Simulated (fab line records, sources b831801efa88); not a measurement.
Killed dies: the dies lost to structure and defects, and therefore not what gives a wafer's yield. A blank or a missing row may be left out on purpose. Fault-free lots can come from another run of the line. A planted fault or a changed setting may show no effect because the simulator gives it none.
A lot that was struck, set against a sound lot :: flow gf180mcu :: 19 out of 602 route steps
Sound: wafers L704.3, L704.4, L704.5. Wafers L718.1, L718.2, L718.5 were the ones struck. At the end, the cause is stated.
Order at every step that has rows: each side's tool, ch and its chambers, its first start. Under that, the readings that differ: sound wafers :: struck wafers :: difference of the means :: sigmas: that difference in standard deviations of wafers without a fault.
alike: readings with means less than 2 such deviations apart, plus words and numbers identical on both sides. not compared: withheld readings, readings lacking a value on some wafer, bounds such as >300 that could conceal the same value, and numbers that have no deviation in the record and whose values overlap.
The two part at a step that has a row with sigmas, a row that says differs or no value, or rows on one side only. Numbers that have no deviation but don't overlap get no sigmas and don't part them. A reading missing from all wafers of one side parts the sides only when that side holds two or more wafers.

first, 2 steps without rows for these wafers: GF_NSD_PEB_05; GF_NSD_DEVELOP_06 (develop time 60 s).
GF_NSD_CD_MEAS_07 targets a cd of 400 nm.
  sound on cd-sem-01, day 13 08:17; struck on cd-sem-02, day 18 01:38
  alike: cd-nm
GF_NSD_OVL_MEAS_08:
  sound on overlay-02, day 13 08:23; struck on overlay-01, day 18 01:45
  alike: NSD_OVL
then, 2 steps without rows for these wafers: GF_NSD_IMPLANT_09; GF_NSD_IMPLANT_10.
GF_NSD_STRIP_11: strips in O2/N2.
  sound on plasma-asher-01 ch 0,1, day 13 08:44; struck on plasma-asher-03 ch 0,1, day 18 02:05
  alike: drypump-motor-current-A, heater-power-w, oes-product-au, strip-time-to-endpoint-s
  not compared: rf-hours-counter-h
GF_NSD_TW_MEAS_12:
  sound on film-metro-03, day 13 08:49; struck on film-metro-02, day 18 02:11
  alike: NSD_TW
then, 4 steps without rows for these wafers: GF_PSD_DEHYDRATE_00 (time 60 s); GF_PSD_HMDS_01 (prime time 60 s); GF_PSD_COAT_02 (resist thk 1000 nm); GF_PSD_SOFTBAKE_03 (time 60 s).
GF_PSD_EXPOSE_04: exposes mask Pplus, target cd 400 nm.
  sound on iline-stepper-01 ch 0, day 13 18:46; struck on iline-stepper-01 ch 0, day 18 13:34
reading: model.PSD.overlay-x-nm (nm)
sound: 0.3503 0.3503 0.3503
struck: 200.2 200.2 200.2
difference: +199.8
sigmas: 
  alike: mask
then, 2 steps without rows for these wafers: GF_PSD_PEB_05; GF_PSD_DEVELOP_06 (develop time 60 s).
GF_PSD_CD_MEAS_07 targets a cd of 400 nm.
  sound on cd-sem-02, day 14 04:50; struck on cd-sem-01, day 19 01:28
  alike: cd-nm
GF_PSD_OVL_MEAS_08:
  sound on overlay-01, day 14 04:56; struck on overlay-01, day 19 01:35
reading: PSD_OVL (nm)
sound: 0.7 -0.2 1.3
struck: 198.5 201.2 201.0
difference: +199.6
sigmas: +99 or more
following that, these wafers have no rows for 1 step: GF_PSD_IMPLANT_09.
-- the record jumps here: 14 days lie between the struck wafers' starts before and after (it left off in module PSD and takes up again in module PASSIVATION, whose first step shown is number 602 of the route) --
GF_PASSIVATION_PROBE_99:
  the record has rows for the struck wafers here (prober-01, day 32 21:21) and none for the sound ones

WHERE THEY PART
Earliest at GF_PSD_OVL_MEAS_08; latest, in this record, at GF_PASSIVATION_PROBE_99.

WHY: whatever the simulator had introduced
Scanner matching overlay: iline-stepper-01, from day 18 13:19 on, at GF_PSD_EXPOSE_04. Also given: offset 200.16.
